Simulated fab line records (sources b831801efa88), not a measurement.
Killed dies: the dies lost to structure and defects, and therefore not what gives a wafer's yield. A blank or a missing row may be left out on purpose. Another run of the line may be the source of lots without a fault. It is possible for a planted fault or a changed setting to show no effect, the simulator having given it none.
The same fault as seen by 2 desks | flow gf180mcu | only its own numbers are on each desk; what lay behind them is given at the end

== FOR THE TOOL OWNER'S DESK: implanter-04 ==
The tool's own readings at GF_VT_IMPLANT_IMPLANT_19, given as means over the sampled wafers that have a number, one for each lot that went through this tool. A lot is out of limits, marked OUT, if its mean lies more than 4 standard deviations from the usual mean; the brackets give that distance.
Columns: A = beam-energy-keV at GF_VT_IMPLANT_IMPLANT_19, usual 100.00; B = dose-ions-cm2 at GF_VT_IMPLANT_IMPLANT_19, usual 4.35e+12
lot  | first seen here | A                        | B
L524 | day 6 10:56     | 100.02                   | 4.35e+12
L526 | day 7 00:40     | 100.00                   | 4.35e+12
L527 | day 7 06:51     | 99.98                    | 4.35e+12
L528 | day 7 10:34     | 100.03                   | 4.35e+12
L539 | day 10 04:53    | 107.29 (+99 or more) OUT | 4.35e+12
L540 | day 10 12:04    | 107.34 (+99 or more) OUT | 4.35e+12
This desk's finding: out of limits on L539, L540; first on L539, day 10 04:53 (beam-energy-keV at GF_VT_IMPLANT_IMPLANT_19). In limits: L524, L526, L527, L528.

== METROLOGY DESK ==
What the gauges read, lot by lot, whatever tool the lot ran on: means of the sampled wafers that have a number. A lot is out of limits, marked OUT, if its mean lies more than 4 standard deviations from the usual mean; the brackets give that distance.
Columns: A = INCOMING_BOW at GF_STI_BOW_MEAS_00, usual 0 um; B = MVSD_OVL at GF_MVSD_OVL_MEAS_07, usual -0.1 nm
lot  | first seen here | A   | B
L524 | day 1 10:00     | 3   | -0.8
L525 | day 1 15:00     | 4   | 1.1
L526 | day 1 20:04     | 1   | 1.2
L527 | day 2 01:01     | -10 | -0.4
L528 | day 2 06:02     | 5   | -0.5
L531 | day 2 21:00     | 4   | 0.2
L537 | day 4 03:00     | -8  | -1.5
L539 | day 4 13:03     | 1   | 0.8
L540 | day 4 18:00     | -2  | -0.8
L541 | day 4 23:00     | 1   | 0.3
L542 | day 5 04:00     | -2  | 0.9
L546 | day 6 00:00     | -1  | -2.8
L547 | day 6 05:02     | 4   | 0.1
Finding of this desk: none of the 13 lots has anything out of limits.

== ALL TOGETHER ==
An alarm could have come from the tool owner's desk at day 10 04:53, on L539, L540.
At the metrology desk, nothing out of limits was observed.
The metrology desk has L539, L540 on record, within its limits.
GF_VT_IMPLANT_IMPLANT_19 was run on implanter-04 by each of the lots named.

== WHAT HAD BEEN PUT IN BY THE SIMULATOR ==
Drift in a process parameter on implanter-04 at GF_VT_IMPLANT_IMPLANT_19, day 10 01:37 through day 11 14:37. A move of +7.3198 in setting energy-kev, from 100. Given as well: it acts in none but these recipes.
Lots struck among those shown: L539, L540.
Time in hours from fault onset to the first out-of-limits reading at each desk: the tool owner's desk, 3.
